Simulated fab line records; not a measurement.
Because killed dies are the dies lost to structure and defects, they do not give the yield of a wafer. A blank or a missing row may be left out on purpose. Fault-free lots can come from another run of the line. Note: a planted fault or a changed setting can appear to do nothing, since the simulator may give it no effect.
Which of the tools did it? + flow sky130 + 15 lots with 45 wafers sampled at 6 steps, on a route of 708 steps

## WHAT THE GAUGES SHOWED, per wafer
SKY_GATE_OXIDE_OVL_MEAS_10. Usual: GATE_OXIDE_OVL gives -0.2 nm (standard deviation 1.3).
| lot  | measured     | on         | GATE_OXIDE_OVL (nm) | flag |
|------|--------------|------------|---------------------|------|
| L266 | day 13 15:43 | overlay-02 | -0.9 0.3 -1.5       |      |
| L267 | day 14 01:02 | overlay-01 | -1.0 -0.4 -1.0      |      |
| L268 | day 14 10:55 | overlay-02 | -1.0 -1.2 -1.0      |      |
| L269 | day 14 18:58 | overlay-01 | -1.5 -0.6 -0.6      |      |
| L270 | day 15 07:30 | overlay-02 | -0.7 0.3 0.8        |      |
| L271 | day 15 18:11 | overlay-02 | -0.1 -1.5 0.4       |      |
| L272 | day 16 01:20 | overlay-01 | -1.1 -0.6 0.5       |      |
| L273 | day 16 11:39 | overlay-01 | 3.0 2.4 2.6         |      |
| L280 | day 19 02:26 | overlay-02 | 0.5 -0.1 -0.1       |      |
| L282 | day 19 12:17 | overlay-02 | -1.8 1.4 1.6        |      |
| L283 | day 19 18:10 | overlay-02 | -0.2 0.1 -0.6       |      |
| L284 | day 20 05:59 | overlay-01 | -2.6 0.6 -1.9       |      |
| L286 | day 21 01:15 | overlay-02 | -0.5 0.7 0.6        |      |
| L287 | day 21 12:20 | overlay-01 | -1.9 -1.2 -3.5      |      |
| L289 | day 22 01:35 | overlay-01 | -0.8 1.2 -0.7       |      |

SKY_LDD_P_CD_MEAS_07: target cd 380 nm. Usual: cdNm at 380.6 nm, with a standard deviation of 2.7.
| lot  | measured     | on       | cdNm (nm)         | flag |
|------|--------------|----------|-------------------|------|
| L266 | day 18 17:51 | cdSem-02 | 383.9 380.4 380.3 |      |
| L267 | day 19 06:55 | cdSem-01 | 380.7 377.6 381.4 |      |
| L268 | day 19 17:37 | cdSem-01 | 383.7 382.7 381.2 |      |
| L269 | day 20 04:04 | cdSem-02 | 375.5 375.9 378.1 |      |
| L270 | day 20 15:37 | cdSem-02 | 379.7 380.1 377.5 |      |
| L271 | day 21 07:02 | cdSem-02 | 382.1 380.2 380.3 |      |
| L272 | day 21 11:26 | cdSem-02 | 382.7 384.6 380.6 |      |
| L273 | day 21 23:35 | cdSem-01 | 384.5 380.7 382.5 |      |
| L280 | day 24 10:27 | cdSem-01 | 375.5 378.2 375.3 |      |
| L282 | day 24 22:30 | cdSem-01 | 377.9 377.9 378.2 |      |
| L283 | day 25 04:06 | cdSem-02 | 381.4 379.3 382.1 |      |
| L284 | day 25 15:07 | cdSem-02 | 387.1 386.8 386.0 |      |
| L286 | day 26 07:00 | cdSem-01 | 382.2 382.3 381.9 |      |
| L287 | day 26 19:00 | cdSem-02 | 381.2 377.1 379.1 |      |
| L289 | day 27 09:46 | cdSem-01 | 378.5 381.8 378.3 |      |

SKY_LDD_P_OVL_MEAS_08. Usual: LDD_P_OVL gives -0.4 nm (standard deviation 1.4).
| lot  | measured     | on         | LDD_P_OVL (nm) | flag |
|------|--------------|------------|----------------|------|
| L266 | day 18 17:58 | overlay-02 | -0.5 0.5 0.3   |      |
| L267 | day 19 07:02 | overlay-02 | -0.5 1.7 1.2   |      |
| L268 | day 19 17:43 | overlay-02 | 1.1 -1.1 2.6   |      |
| L269 | day 20 04:11 | overlay-01 | 0.5 -1.6 -1.3  |      |
| L270 | day 20 15:43 | overlay-02 | -1.7 -2.8 -1.9 |      |
| L271 | day 21 07:10 | overlay-01 | -1.3 -0.6 -1.2 |      |
| L272 | day 21 11:34 | overlay-02 | -3.0 -0.3 -1.8 |      |
| L273 | day 21 23:43 | overlay-02 | 0.6 0.4 0.8    |      |
| L280 | day 24 10:34 | overlay-01 | 2.3 2.5 1.0    |      |
| L282 | day 24 22:37 | overlay-02 | -0.5 -2.3 -0.7 |      |
| L283 | day 25 04:13 | overlay-02 | 1.1 0.3 1.2    |      |
| L284 | day 25 15:14 | overlay-01 | 0.7 -0.6 1.5   |      |
| L286 | day 26 07:07 | overlay-01 | 1.0 -2.0 0.8   |      |
| L287 | day 26 19:07 | overlay-02 | -3.1 -2.7 -3.4 |      |
| L289 | day 27 09:52 | overlay-01 | 0.3 1.8 0.1    |      |

SKY_LDD_HVN_TW_MEAS_10. Usual: LDD_HVN_TW gives 1444 (standard deviation 6.6).
| lot  | measured     | on           | LDD_HVN_TW     | flag |
|------|--------------|--------------|----------------|------|
| L266 | day 20 01:04 | filmMetro-02 | 1432 1443 1441 |      |
| L267 | day 20 14:05 | filmMetro-01 | 1454 1451 1445 |      |
| L268 | day 21 00:44 | filmMetro-04 | 1437 1441 1430 |      |
| L269 | day 21 11:23 | filmMetro-04 | 1444 1450 1452 |      |
| L270 | day 21 23:13 | filmMetro-04 | 1441 1434 1440 |      |
| L271 | day 22 13:55 | filmMetro-01 | 30 30 30       | OFF  |
| L272 | day 22 17:50 | filmMetro-01 | 30 30 30       | OFF  |
| L273 | day 23 06:01 | filmMetro-01 | 31 30 30       | OFF  |
| L280 | day 25 15:58 | filmMetro-04 | 1442 1446 1453 |      |
| L282 | day 26 04:29 | filmMetro-02 | 1443 1449 1440 |      |
| L283 | day 26 09:14 | filmMetro-04 | 1444 1452 1437 |      |
| L284 | day 26 20:47 | filmMetro-02 | 1450 1443 1440 |      |
| L286 | day 27 12:41 | filmMetro-04 | 1443 1447 1442 |      |
| L287 | day 28 00:22 | filmMetro-01 | 1450 1444 1459 |      |
| L289 | day 28 15:04 | filmMetro-02 | 1437 1452 1445 |      |

## WHICH TOOL RAN EACH LOT (tool, then ch and the chambers of the sampled wafers, then the start)
| lot  | SKY_LDD_P_STRIP_10                  | SKY_LDD_HVN_STRIP_09                |
|------|-------------------------------------|-------------------------------------|
| L266 | plasmaAsher-04 ch 0,1, day 18 18:10 | plasmaAsher-03 ch 0,1, day 20 00:58 |
| L267 | plasmaAsher-04 ch 0,1, day 19 07:14 | plasmaAsher-03 ch 0,1, day 20 13:59 |
| L268 | plasmaAsher-03 ch 0,1, day 19 17:54 | plasmaAsher-04 ch 1, day 21 00:38   |
| L269 | plasmaAsher-04 ch 0, day 20 04:23   | plasmaAsher-03 ch 0,1, day 21 11:17 |
| L270 | plasmaAsher-02 ch 0,1, day 20 15:54 | plasmaAsher-03 ch 0,1, day 21 23:07 |
| L271 | plasmaAsher-04 ch 0,1, day 21 07:21 | plasmaAsher-04 ch 0,1, day 22 13:49 |
| L272 | plasmaAsher-02 ch 0,1, day 21 11:45 | plasmaAsher-04 ch 0,1, day 22 17:44 |
| L273 | plasmaAsher-04 ch 0,1, day 21 23:54 | plasmaAsher-03 ch 0,1, day 23 05:55 |
| L280 | plasmaAsher-03 ch 0,1, day 24 10:46 | plasmaAsher-01 ch 0,1, day 25 15:52 |
| L282 | plasmaAsher-04 ch 0,1, day 24 22:49 | plasmaAsher-03 ch 0,1, day 26 04:23 |
| L283 | plasmaAsher-04 ch 0,1, day 25 04:25 | plasmaAsher-03 ch 0,1, day 26 09:08 |
| L284 | plasmaAsher-04 ch 0,1, day 25 15:26 | plasmaAsher-03 ch 0,1, day 26 20:41 |
| L286 | plasmaAsher-04 ch 0,1, day 26 07:19 | plasmaAsher-01 ch 0,1, day 27 12:35 |
| L287 | plasmaAsher-03 ch 0,1, day 26 19:19 | plasmaAsher-03 ch 0,1, day 28 00:16 |
| L289 | plasmaAsher-03 ch 0,1, day 27 10:03 | plasmaAsher-03 ch 0,1, day 28 14:58 |
- SKY_LDD_P_STRIP_10: strips in O2/N2.
- SKY_LDD_HVN_STRIP_09: strips in O2/N2.

## AS READ BY THE TOOLS THEMSELVES (means over the sampled wafers that have a number; for cases with no such wafer, the mark the record gives instead)
SKY_LDD_P_STRIP_10. Usual: chamberPressureMTorr 1499.9 mTorr, standard deviation 1.2; drypumpMotorCurrentA 5.6 A, standard deviation 0.33; n2FlowSccm 299.9 sccm, standard deviation 1; oesProductAu 0.716 a.u., standard deviation 0.0043; stripTimeToEndpointS 14.19 s, standard deviation 0.049.
| lot  | tool           | chamberPressureMTorr (mTorr) | drypumpMotorCurrentA (A) | n2FlowSccm (sccm) | oesProductAu (a.u.) | stripTimeToEndpointS (s) | flag |
|------|----------------|------------------------------|--------------------------|-------------------|---------------------|--------------------------|------|
| L266 | plasmaAsher-04 | 1500.3                       | 5.7                      | 299.3             | 0.719               | 14.16                    |      |
| L267 | plasmaAsher-04 | 1500.5                       | 5.5                      | 300.7             | 0.712               | 14.19                    |      |
| L268 | plasmaAsher-03 | 1500.3                       | 5.2                      | 299.5             | 0.716               | 14.10                    |      |
| L269 | plasmaAsher-04 | 1500.2                       | 5.4                      | 299.4             | 0.720               | 14.17                    |      |
| L270 | plasmaAsher-02 | 1499.9                       | 6.0                      | 299.7             | 0.713               | 14.15                    |      |
| L271 | plasmaAsher-04 | -                            | -                        | -                 | -                   | -                        | OFF  |
| L272 | plasmaAsher-02 | -                            | -                        | -                 | -                   | -                        | OFF  |
| L273 | plasmaAsher-04 | -                            | -                        | -                 | -                   | -                        | OFF  |
| L280 | plasmaAsher-03 | 1499.7                       | 5.4                      | 300.7             | 0.713               | 14.25                    |      |
| L282 | plasmaAsher-04 | 1501.2                       | 5.7                      | 300.4             | 0.714               | 14.22                    |      |
| L283 | plasmaAsher-04 | 1499.6                       | 5.5                      | 300.0             | 0.715               | 14.21                    |      |
| L284 | plasmaAsher-04 | 1500.1                       | 5.5                      | 299.9             | 0.715               | 14.14                    |      |
| L286 | plasmaAsher-04 | 1499.3                       | 5.7                      | 300.0             | 0.717               | 14.21                    |      |
| L287 | plasmaAsher-03 | 1499.7                       | 5.2                      | 299.0             | 0.715               | 14.23                    |      |
| L289 | plasmaAsher-03 | 1499.7                       | 5.4                      | 300.5             | 0.718               | 14.25                    |      |

SKY_LDD_HVN_STRIP_09. Usual: chamberPressureMTorr 1500.1 mTorr, standard deviation 1.2; drypumpMotorCurrentA 5.6 A, standard deviation 0.5; n2FlowSccm 299.9 sccm, standard deviation 0.94; oesProductAu 0.408 a.u., standard deviation 0.0048; stripTimeToEndpointS 4.135 s, standard deviation 0.018.
| lot  | tool           | chamberPressureMTorr (mTorr) | drypumpMotorCurrentA (A) | n2FlowSccm (sccm) | oesProductAu (a.u.) | stripTimeToEndpointS (s) | flag |
|------|----------------|------------------------------|--------------------------|-------------------|---------------------|--------------------------|------|
| L266 | plasmaAsher-03 | 1500.5                       | 5.2                      | 299.3             | 0.410               | 4.145                    |      |
| L267 | plasmaAsher-03 | 1499.4                       | 5.2                      | 300.3             | 0.410               | 4.135                    |      |
| L268 | plasmaAsher-04 | 1500.1                       | 5.8                      | 298.9             | 0.405               | 4.138                    |      |
| L269 | plasmaAsher-03 | 1501.0                       | 5.2                      | 299.5             | 0.408               | 4.130                    |      |
| L270 | plasmaAsher-03 | 1499.0                       | 5.4                      | 300.0             | 0.409               | 4.157                    |      |
| L271 | plasmaAsher-04 | 1500.9                       | 5.5                      | 299.8             | 0.717               | 21.774                   | OFF  |
| L272 | plasmaAsher-04 | 1499.0                       | 5.5                      | 300.8             | 0.714               | 21.669                   | OFF  |
| L273 | plasmaAsher-03 | 1498.9                       | 5.2                      | 299.8             | 0.711               | 21.712                   | OFF  |
| L280 | plasmaAsher-01 | 1500.2                       | 6.3                      | 299.5             | 0.409               | 4.138                    |      |
| L282 | plasmaAsher-03 | 1499.8                       | 5.4                      | 301.0             | 0.410               | 4.117                    |      |
| L283 | plasmaAsher-03 | 1499.6                       | 5.4                      | 300.1             | 0.408               | 4.121                    |      |
| L284 | plasmaAsher-03 | 1500.2                       | 5.2                      | 299.6             | 0.407               | 4.133                    |      |
| L286 | plasmaAsher-01 | 1498.8                       | 6.4                      | 300.7             | 0.406               | 4.141                    |      |
| L287 | plasmaAsher-03 | 1499.4                       | 5.4                      | 299.5             | 0.409               | 4.135                    |      |
| L289 | plasmaAsher-03 | 1500.9                       | 5.2                      | 300.6             | 0.408               | 4.157                    |      |

## THE ANSWER, worked out from the rows above alone
Rule: a lot counts as off when the mean over its wafers that have a number is more than 3 standard deviations away from the usual mean. A lot without any number at a reading at which 4 lots or more have one is off too. Where the step has rows for the other lots, those lots are counted as sound. The gauges are gone through in route order, then the tools' own readings, and for those a lot's mean is taken as printed above. At the first step where some lot is off, the reading lying furthest off is the one used; lots without a number count as furthest.
Off: L271, L272, L273, seen at SKY_LDD_HVN_TW_MEAS_10 (LDD_HVN_TW).
If a tool, at a process step before that reading, ran all the lots that are off and no sound lot after the first of them, it fits. The gauges at SKY_LDD_HVN_TW_MEAS_10 aren't tried: what is off there is off at SKY_LDD_P_STRIP_10 too, on other tools, and a gauge's error can't cause that. Of those tried, none fits.

## WHAT THE SIMULATOR PUT IN
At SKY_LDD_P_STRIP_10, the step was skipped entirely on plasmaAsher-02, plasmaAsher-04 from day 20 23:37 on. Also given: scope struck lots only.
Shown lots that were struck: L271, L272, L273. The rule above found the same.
